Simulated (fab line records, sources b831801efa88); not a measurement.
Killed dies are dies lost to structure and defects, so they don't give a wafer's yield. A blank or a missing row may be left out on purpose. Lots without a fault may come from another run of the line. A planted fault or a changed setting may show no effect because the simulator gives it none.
Which tool did it? | flow sky130 | 14 lots, 42 wafers sampled, at 2 steps of a route of 708

WHAT THE GAUGES READ, wafer by wafer
SKY_NWELL_RS_MEAS_29: measures by four-point-probe.
lot  | measured     | on            | NWELL_RS (ohm/sq)
L187 | day 5 15:35  | film_metro-01 | 623.6 623.6 623.8
L188 | day 6 01:20  | film_metro-04 | 624.8 626.0 625.3
L189 | day 6 09:05  | film_metro-01 | 626.3 626.7 627.2
L191 | day 6 17:17  | film_metro-02 | 626.3 626.1 625.9
L193 | day 7 02:41  | film_metro-02 | 625.9 625.6 624.1
L194 | day 7 11:31  | film_metro-04 | 623.8 623.7 623.5
L195 | day 7 18:35  | film_metro-02 | 622.5 622.9 624.4
L196 | day 7 23:34  | film_metro-04 | 626.9 624.4 624.7
L197 | day 8 03:19  | film_metro-01 | 625.3 624.2 622.6
L199 | day 8 14:11  | film_metro-04 | 629.9 631.8 630.4
L198 | day 8 15:55  | film_metro-02 | 623.3 623.6 624.1
L200 | day 8 20:44  | film_metro-04 | 628.4 628.3 630.2
L202 | day 9 11:22  | film_metro-02 | 623.3 623.5 621.6
L209 | day 11 15:22 | film_metro-04 | 624.9 624.6 625.6

WHICH TOOL RAN EACH LOT (tool, then ch and the chambers of the sampled wafers, then the start)
lot  | SKY_NWELL_IMPLANT_13
L187 | implanter-01 ch 0, day 4 21:58
L188 | implanter-01 ch 0, day 5 06:44
L189 | implanter-04 ch 0, day 5 13:44
L191 | implanter-04 ch 0, day 5 21:35
L193 | implanter-01 ch 0, day 6 06:38
L194 | implanter-01 ch 0, day 6 15:40
L195 | implanter-03 ch 0, day 6 22:29
L196 | implanter-01 ch 0, day 7 03:22
L197 | implanter-01 ch 0, day 7 06:49
L199 | implanter-01 ch 0, day 7 16:23
L198 | implanter-03 ch 0, day 7 17:28
L200 | implanter-01 ch 0, day 7 22:01
L202 | implanter-04 ch 0, day 8 12:25
L209 | implanter-03 ch 0, day 10 15:08
- SKY_NWELL_IMPLANT_13

WHAT THE TOOLS THEMSELVES READ (means of the sampled wafers that have a number; where no wafer has one, the mark that the record gives instead)
SKY_NWELL_IMPLANT_13.
lot  | tool         | beam_on_s (s) | dose_ions_cm2 | faraday_current_uA
L187 | implanter-01 | 9.96          | 7e+11         | 3.95
L188 | implanter-01 | 9.91          | 7e+11         | 3.99
L189 | implanter-04 | 10.10         | 7e+11         | 3.91
L191 | implanter-04 | 10.09         | 7e+11         | 3.91
L193 | implanter-01 | 10.14         | 7e+11         | 3.89
L194 | implanter-01 | 9.77          | 7e+11         | 4.04
L195 | implanter-03 | 9.98          | 7e+11         | 3.96
L196 | implanter-01 | 10.00         | 7e+11         | 3.93
L197 | implanter-01 | 10.14         | 7e+11         | 3.90
L199 | implanter-01 | 10.04         | 5e+11         | 3.00
L198 | implanter-03 | 10.01         | 7e+11         | 3.94
L200 | implanter-01 | 10.04         | 5e+11         | 2.99
L202 | implanter-04 | 9.92          | 7e+11         | 3.98
L209 | implanter-03 | 9.89          | 7e+11         | 4.00

THE ANSWER, worked out from the rows above alone
Rule: what is usual is taken from the lots themselves. Put in order of their means at a reading, lots are off if they are a third of the lots or fewer, leave a main group of 4 or more, and stand apart from it by a gap of 3 or more times the standard deviation of the main group's means; of several such gaps the widest counts. A main group whose means are all the same, to the digits that the tables above print for the reading, isn't used. A lot without any number at a reading at which 4 lots or more have one is off too. The other lots that the step has rows for count as sound. The gauges are gone through in route order, then the tools' own readings, and for those a lot's mean is taken as printed above. The first step at which some lot is off is used, and at that step the reading that is off furthest; a lot without a number counts as furthest.
Off: L199, L200, at SKY_NWELL_IMPLANT_13 (faraday_current_uA). The main group: mean 3.95, standard deviation 0.044.
A tool fits if, at that step or a process step before it, it ran every lot that is off, and no sound lot after the first of them. One fits: implanter-01 at SKY_NWELL_IMPLANT_13. Its last sound lot is L197 (day 7 06:49), its first lot that is off L199 (day 7 16:23): a fault that began between those two fits.
The tool's own readings at SKY_NWELL_IMPLANT_13 bear it out: on the lots that are off they differ by more than 5 times the standard deviation of the sound lots' means. dose_ions_cm2 reads 5e+11 there against 7e+11 on the sound lots; faraday_current_uA reads 3.00 there against 3.95 on the sound lots.

WHAT THE SIMULATOR HAD PUT IN
Process parameter drift: implanter-01, from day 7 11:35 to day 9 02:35, at SKY_NWELL_IMPLANT_13. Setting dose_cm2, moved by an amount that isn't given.
Lots struck among those shown: L199, L200. The rule above found the same.
